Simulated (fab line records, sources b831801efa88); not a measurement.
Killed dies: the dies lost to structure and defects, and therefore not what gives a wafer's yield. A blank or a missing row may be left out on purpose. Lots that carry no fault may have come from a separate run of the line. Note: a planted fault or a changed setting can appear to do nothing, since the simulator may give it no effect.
Which tool did it?    flow gf180mcu    30 wafers from 10 lots sampled at 4 of the route's 602 steps

WHAT EACH GAUGE READ, for each wafer
GF_V5_RS_MEAS_24: uses a four-point probe to measure.
lot   measured      on             V5_W_RS (ohm/sq)
L135  day 27 21:11  film_metro-04  0.326 0.326 0.324
L136  day 28 06:29  film_metro-02  0.325 0.325 0.322
L137  day 28 13:45  film_metro-02  0.334 0.334 0.336
L145  day 30 23:10  film_metro-03  0.325 0.327 0.330
L146  day 31 08:29  film_metro-03  0.325 0.425 0.325
L148  day 31 19:00  film_metro-04  0.427 0.428 0.325
L150  day 32 03:53  film_metro-02  0.329 0.329 0.330
L151  day 32 17:31  film_metro-02  0.328 0.336 0.331
L154  day 33 14:56  film_metro-02  0.329 0.329 0.331
L155  day 33 15:55  film_metro-02  0.332 0.329 0.328

EACH LOT AND THE TOOL THAT RAN IT (in order: tool; ch and the chambers of the sampled wafers; start)
lot   GF_MIM_CVD_05                    GF_V5_ETCH_16                       GF_V5_CVD_23
L135  pecvd-04 ch 0,1,2, day 25 03:55  rie_diel-01 ch 1,2, day 27 20:16    cvd_w-01 ch 0,1, day 27 21:04
L136  pecvd-04 ch 1,2, day 25 14:58    rie_diel-01 ch 1,2, day 28 05:34    cvd_w-01 ch 0,1, day 28 06:21
L137  pecvd-02 ch 0,1,2, day 25 23:13  rie_diel-01 ch 0,2, day 28 12:50    cvd_w-02 ch 0,1, day 28 13:37
L145  pecvd-01 ch 0,1,2, day 28 13:07  rie_diel-04 ch 0,2,3, day 30 22:13  cvd_w-01 ch 0,1, day 30 23:02
L146  pecvd-04 ch 0,1, day 28 22:32    rie_diel-03 ch 0,1,2, day 31 07:32  cvd_w-01 ch 0,1, day 31 08:22
L148  pecvd-01 ch 0,1,2, day 29 11:02  rie_diel-03 ch 2,3, day 31 18:05    cvd_w-01 ch 0,1, day 31 18:52
L150  pecvd-04 ch 0,2, day 29 20:09    rie_diel-04 ch 1,2,3, day 32 02:58  cvd_w-02 ch 0,1, day 32 03:46
L151  pecvd-04 ch 0,1, day 30 10:41    rie_diel-03 ch 0,1, day 32 16:34    cvd_w-02 ch 0,1, day 32 17:24
L154  pecvd-02 ch 0,1,2, day 31 10:14  rie_diel-04 ch 1,2,3, day 33 13:40  cvd_w-02 ch 0,1, day 33 14:48
L155  pecvd-04 ch 1,2, day 31 11:55    rie_diel-01 ch 1,2, day 33 14:56    cvd_w-02 ch 0,1, day 33 15:49
- GF_MIM_CVD_05: deposits Si3N4, target thk 42 nm, time 29.086 s.
- GF_V5_ETCH_16: etches BARC in N2/H2.
- GF_V5_CVD_23: deposits W, target thk 350 nm, time 104.9 s.

THE ANSWER, worked out from the rows above alone
Rule: the usual values come from the lots themselves. Put in order of their means at a reading, lots are off if they are a third of the lots or fewer, leave a main group of 4 or more, and stand apart from it by a gap of 3 or more times the standard deviation of the main group's means; of several such gaps the widest counts. Not used: any main group whose means are identical at the precision the tables above print for the reading. A lot without any number at a reading at which 4 lots or more have one is off too. Any other lot the step has rows for is counted as sound.
Off: at GF_V5_RS_MEAS_24 (V5_W_RS), L146, L148. Mean 0.329 ohm/sq and standard deviation 0.0032 in the main group.
A tool fits if, at a process step before that reading, it ran every lot that is off, and no sound lot after the first of them. The gauges at GF_V5_RS_MEAS_24 are tried like those tools. One fits: GF_V5_CVD_23 on cvd_w-01. Its last sound lot is L145 (day 30 23:02), its first lot that is off L146 (day 31 08:22): a fault that began between those two fits.

WHAT THE SIMULATOR HAD PUT IN
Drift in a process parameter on cvd_w-01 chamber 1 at GF_V5_CVD_23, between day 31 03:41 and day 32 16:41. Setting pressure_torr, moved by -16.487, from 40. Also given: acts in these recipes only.
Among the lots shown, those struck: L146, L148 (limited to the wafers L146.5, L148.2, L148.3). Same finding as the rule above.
